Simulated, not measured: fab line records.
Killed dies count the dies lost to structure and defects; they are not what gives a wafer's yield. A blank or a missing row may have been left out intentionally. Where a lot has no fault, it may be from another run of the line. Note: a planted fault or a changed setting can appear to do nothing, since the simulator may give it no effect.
Which of the tools did it? -- flow sfqLine -- Sampling: 13 lots, 39 wafers, 2 of 325 route steps

== WHAT THE GAUGES SHOWED, per wafer ==
SFQ_M0_RS_MEAS_904: uses a four-point probe to measure.
lot,measured,on,M0_NB_RS (ohm/sq)
L652,day 5 00:55,filmMetro-03,0.884 0.894 0.884
L653,day 5 05:44,filmMetro-04,0.890 0.893 0.890
L654,day 5 15:19,filmMetro-04,0.897 0.900 0.878
L655,day 5 17:43,filmMetro-04,0.871 0.883 0.869
L656,day 6 02:16,filmMetro-01,0.899 0.890 0.891
L657,day 6 05:50,filmMetro-01,0.889 0.881 0.879
L658,day 6 15:26,filmMetro-04,0.877 0.884 0.869
L659,day 6 17:54,filmMetro-01,0.883 0.882 0.864
L663,day 7 18:55,filmMetro-01,0.800 0.894 0.893
L665,day 8 06:50,filmMetro-01,0.904 0.804 0.877
L670,day 9 13:31,filmMetro-03,0.888 0.891 0.886
L673,day 10 08:41,filmMetro-01,0.877 0.875 0.874
L674,day 10 13:29,filmMetro-03,0.886 0.895 0.891

== TOOL THAT RAN EACH LOT (tool first, then ch and the chambers of the sampled wafers, then the start) ==
lot,SFQ_TRILAYER_M0_DEP_SPUTTER_019
L652,"pvdSputter-04, day 5 00:50"
L653,"pvdSputter-06, day 5 05:39"
L654,"pvdSputter-04, day 5 15:14"
L655,"pvdSputter-05, day 5 17:38"
L656,"pvdSputter-05, day 6 02:08"
L657,"pvdSputter-05, day 6 05:45"
L658,"pvdSputter-04, day 6 15:21"
L659,"pvdSputter-04, day 6 17:45"
L663,"pvdSputter-04, day 7 18:49"
L665,"pvdSputter-04, day 8 06:44"
L670,"pvdSputter-06, day 9 13:24"
L673,"pvdSputter-05, day 10 08:36"
L674,"pvdSputter-05, day 10 13:24"
- SFQ_TRILAYER_M0_DEP_SPUTTER_019: material Nb, target thk 200 nm, time 133.3 s.

== AS READ BY THE TOOLS THEMSELVES (means over the sampled wafers that have a number; for cases with no such wafer, the mark the record gives instead) ==
SFQ_TRILAYER_M0_DEP_SPUTTER_019.
lot,tool,throttleValvePct (%)
L652,pvdSputter-04,28.0
L653,pvdSputter-06,28.7
L654,pvdSputter-04,28.9
L655,pvdSputter-05,29.7
L656,pvdSputter-05,29.7
L657,pvdSputter-05,29.1
L658,pvdSputter-04,28.9
L659,pvdSputter-04,29.4
L663,pvdSputter-04,28.5
L665,pvdSputter-04,28.9
L670,pvdSputter-06,28.7
L673,pvdSputter-05,29.0
L674,pvdSputter-05,28.9

== THE ANSWER, worked out from the rows above alone ==
Rule: the usual values come from the lots themselves. The widest of any qualifying gaps counts: lots, ordered by their means at a reading, are off when they make up no more than a third of the lots, leave a main group of 4 or more, and stand apart from it by 3 or more times the standard deviation of that group's means. The tables above print the reading to a certain number of digits; a main group whose means all agree to those digits is not used. A lot without any number at a reading at which 4 lots or more have one is off too. All remaining lots with rows at the step are treated as sound. Order of review: gauges by route order, followed by the tools' own readings, for which a lot's mean as printed above is used. The first step at which some lot is off is used, and at that step the reading that is off furthest; a lot without a number counts as furthest.
Nothing can be told from this: no lot is off at any reading shown.

== WHAT THE SIMULATOR HAD PUT IN ==
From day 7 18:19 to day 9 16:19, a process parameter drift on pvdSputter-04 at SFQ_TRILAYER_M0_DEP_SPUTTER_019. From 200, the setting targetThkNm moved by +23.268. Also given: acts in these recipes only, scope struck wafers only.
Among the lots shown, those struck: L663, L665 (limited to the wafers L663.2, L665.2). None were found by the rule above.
